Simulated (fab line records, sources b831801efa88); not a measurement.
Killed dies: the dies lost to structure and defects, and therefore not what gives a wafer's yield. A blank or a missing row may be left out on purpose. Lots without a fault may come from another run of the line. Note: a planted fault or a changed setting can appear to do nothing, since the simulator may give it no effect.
Code-filled problem report in 8D (eight disciplines) form	flow sky130	the parts of the form that need people (team, actions taken, sign-off) are left out

== 1. WHAT WENT WRONG ==
Wafers without a fault read 170.0 nm, standard deviation 1.4; cd-nm at SKY_CONTACT_CD_MEAS_14 reads a mean of 162.6 nm on 9 wafers belonging to 3 lots. Relative to the usual mean, that is a shift of -5.3 standard deviations.
The step: target cd 170 nm.
Seen first at day 33 23:20 on cd-sem-02, wafer L864.1. The record has a number at this step for 33 wafers belonging to 11 lots. Rule for "out" (also "out of limits"): further than 4 standard deviations from the usual mean. All remaining wafers that have a number are taken as sound.

== 2. WHAT IT IS; WHAT IT IS NOT ==
question	is	is not
which readings at this step	cd-nm	-
which lots	L864, L867, L868	L857, L860, L861, L873, L874, L875, L876, L877
which wafers of those lots	all that have a number	-
read on which gauges	cd-sem-01, cd-sem-02	-
when	from day 33 23:20	up to then (9 sound wafers); but 15 sound wafers of L873, L874, L875, L876, L877 came after

== 3. THE SUSPECTS, EACH WITH WHAT RULES IT OUT ==
Counting: a tool at a process step up to the reading stays a suspect if it ran every lot that is out and no sound lot after the first of them.
- the gauge at SKY_CONTACT_CD_MEAS_14 is ruled out. 2 gauges (cd-sem-01, cd-sem-02) read the wafers that are out.
- plasma-asher-03 at SKY_LOCAL_INTERCONNECT_STRIP_15 (strips in O2/N2): ruled out as a lasting fault. After its first lot that is out, L864 (day 32 19:24), sound lots L877 ran on it.
- krf-scanner-01 at SKY_CONTACT_EXPOSE_11 (exposes mask CTM1, target cd 170 nm): kept. Every lot that is out went through it, starting with L864 (day 33 10:25), and after that it ran no sound lot; the last sound lot it ran before then is L861 (day 32 08:47). On those wafers its own readings are out: exposure-dose-mJ-cm2.
After counting, what remains is krf-scanner-01 at SKY_CONTACT_EXPOSE_11.

== 4. THE CAUSE (what the simulator had put in) ==
Process parameters drifting: krf-scanner-01 at SKY_CONTACT_EXPOSE_11, beginning at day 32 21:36. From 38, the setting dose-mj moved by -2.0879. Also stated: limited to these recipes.
Counting left only this tool.

== 5. THE CHAIN OF EFFECTS, in route order ==
One row per reading whose mean, taken over the struck wafers that have a number, lies over 3 standard deviations from the usual. Only readings whose record carries a usual standard deviation are examined. hours: median over the lots of the time between each lot's start at the first step of this table that gives one and its start at this step. sigmas: the change, counted in usual standard deviations.
hours	step	reading	usual	on struck wafers	change	sigmas
0	SKY_CONTACT_EXPOSE_11	exposure-dose-mJ-cm2	37.99	36.18	-1.81	-44
13	SKY_CONTACT_CD_MEAS_14	cd-nm	170.0 nm	162.6	-7.4	-5.3
It contains these process steps:
- SKY_CONTACT_EXPOSE_11: exposes mask CTM1, target cd 170 nm.

== 6. WHAT WOULD HAVE CAUGHT IT SOONER ==
In this record the first reading out of limits at a measuring or inspecting step was taken at day 33 23:20, 26 hours after the fault began at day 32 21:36.
At SKY_CONTACT_EXPOSE_11, the tool's own readings (exposure-dose-mJ-cm2) were out on each struck wafer the step has a row for, so an alarm limit on them would have fired on the first such wafer.
Lots out: 3; of these, L867, L868 started SKY_CONTACT_EXPOSE_11 on krf-scanner-01 after day 33 23:20. A hold on the tool at that time would have spared those 2.
